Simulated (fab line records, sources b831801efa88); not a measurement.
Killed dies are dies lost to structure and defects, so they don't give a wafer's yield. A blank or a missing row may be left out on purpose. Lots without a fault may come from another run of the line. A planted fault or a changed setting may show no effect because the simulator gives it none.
Which tool did it? | flow gf180mcu | 12 lots, 36 wafers sampled, at 3 steps of a route of 602

WHAT THE GAUGES READ, wafer by wafer
GF_V5_OVL_MEAS_15. Usual: V5_OVL 2 nm, standard deviation 5.6.
lot  | measured     | on         | V5_OVL (nm) | flag
L156 | day 27 08:56 | overlay-02 | 6 0 -8      |
L157 | day 27 17:14 | overlay-02 | 7 -6 -4     |
L161 | day 28 22:20 | overlay-01 | -1 3 5      |
L163 | day 29 16:56 | overlay-02 | 1 0 2       |
L168 | day 30 21:56 | overlay-02 | -7 -3 1     |
L169 | day 31 00:53 | overlay-01 | 0 -10 -8    |
L171 | day 31 18:53 | overlay-01 | 1 1 -4      |
L172 | day 32 06:14 | overlay-01 | 4 3 7       |
L176 | day 33 04:04 | overlay-01 | 13 4 7      |
L175 | day 33 05:26 | overlay-01 | 1 1 -5      |
L178 | day 33 19:47 | overlay-02 | 1 -2 3      |
L179 | day 33 20:08 | overlay-02 | 0 -8 4      |

WHICH TOOL RAN EACH LOT (tool, then ch and the chambers of the sampled wafers, then the start)
lot  | GF_M5_METAL_ETCH_10               | GF_V5_COAT_09
L156 | rie_metal-03 ch 0,1, day 26 09:52 | litho_track-03 ch 0, day 26 22:00
L157 | rie_metal-02 ch 0,1, day 26 18:58 | litho_track-02 ch 0, day 27 06:00
L161 | rie_metal-02 ch 0,1, day 28 00:50 | litho_track-04 ch 0, day 28 12:00
L163 | rie_metal-03 ch 0,1, day 28 20:23 | litho_track-02 ch 0, day 29 07:00
L168 | rie_metal-01 ch 0,1, day 30 02:14 | litho_track-03 ch 0, day 30 13:00
L169 | rie_metal-02 ch 0,1, day 30 06:34 | litho_track-04 ch 0, day 30 16:00
L171 | rie_metal-01 ch 0,1, day 31 00:10 | litho_track-03 ch 0, day 31 09:00
L172 | rie_metal-02 ch 0,1, day 31 12:04 | litho_track-04 ch 0, day 31 21:00
L176 | rie_metal-02 ch 0,1, day 32 10:13 | litho_track-04 ch 0, day 32 20:00
L175 | rie_metal-02 ch 0,1, day 32 12:05 | litho_track-03 ch 0, day 32 22:00
L178 | rie_metal-01 ch 0,1, day 33 02:50 | litho_track-02 ch 0, day 33 11:00
L179 | rie_metal-02 ch 1, day 33 02:53   | litho_track-03 ch 0, day 33 11:00
- GF_M5_METAL_ETCH_10: etches the open film in Cl2/BCl3, stops on SiO2, target depth 750.8 nm, time 125.1 s.
- GF_V5_COAT_09: resist thk 1000 nm.

WHAT THE TOOLS THEMSELVES READ (means of the sampled wafers that have a number; where no wafer has one, the mark that the record gives instead)
GF_M5_METAL_ETCH_10. Usual: drypump_motor_current_A 5.7 A, standard deviation 0.63; oes_product_au 0.991 a.u., standard deviation 0.0056; throttle_valve_pct 28.229 %, standard deviation 0.0096.
lot  | tool         | drypump_motor_current_A (A) | oes_product_au (a.u.) | throttle_valve_pct (%) | flag
L156 | rie_metal-03 | 6.1                         | 0.992                 | 28.231                 |
L157 | rie_metal-02 | 5.2                         | 0.989                 | 28.217                 |
L161 | rie_metal-02 | 5.2                         | 0.995                 | 28.229                 |
L163 | rie_metal-03 | 6.4                         | 0.992                 | 28.226                 |
L168 | rie_metal-01 | 6.2                         | 0.986                 | 28.225                 |
L169 | rie_metal-02 | 5.5                         | 0.989                 | 28.229                 |
L171 | rie_metal-01 | 5.8                         | 0.989                 | 28.229                 |
L172 | rie_metal-02 | 5.2                         | 0.993                 | 28.221                 |
L176 | rie_metal-02 | 5.6                         | 0.993                 | 28.230                 |
L175 | rie_metal-02 | 5.2                         | 0.991                 | 28.234                 |
L178 | rie_metal-01 | 5.8                         | 0.987                 | 28.232                 |
L179 | rie_metal-02 | 5.9                         | 0.998                 | 28.227                 |

THE ANSWER, worked out from the rows above alone
Rule: a lot is off if the mean of its wafers that have a number lies more than 3 standard deviations from the usual mean. A lot without any number at a reading at which 4 lots or more have one is off too. The other lots that the step has rows for count as sound. The gauges are gone through in route order, then the tools' own readings, and for those a lot's mean is taken as printed above. The first step at which some lot is off is used, and at that step the reading that is off furthest; a lot without a number counts as furthest.
No lot is off at any reading shown: from this, nothing can be told.

WHAT THE SIMULATOR HAD PUT IN
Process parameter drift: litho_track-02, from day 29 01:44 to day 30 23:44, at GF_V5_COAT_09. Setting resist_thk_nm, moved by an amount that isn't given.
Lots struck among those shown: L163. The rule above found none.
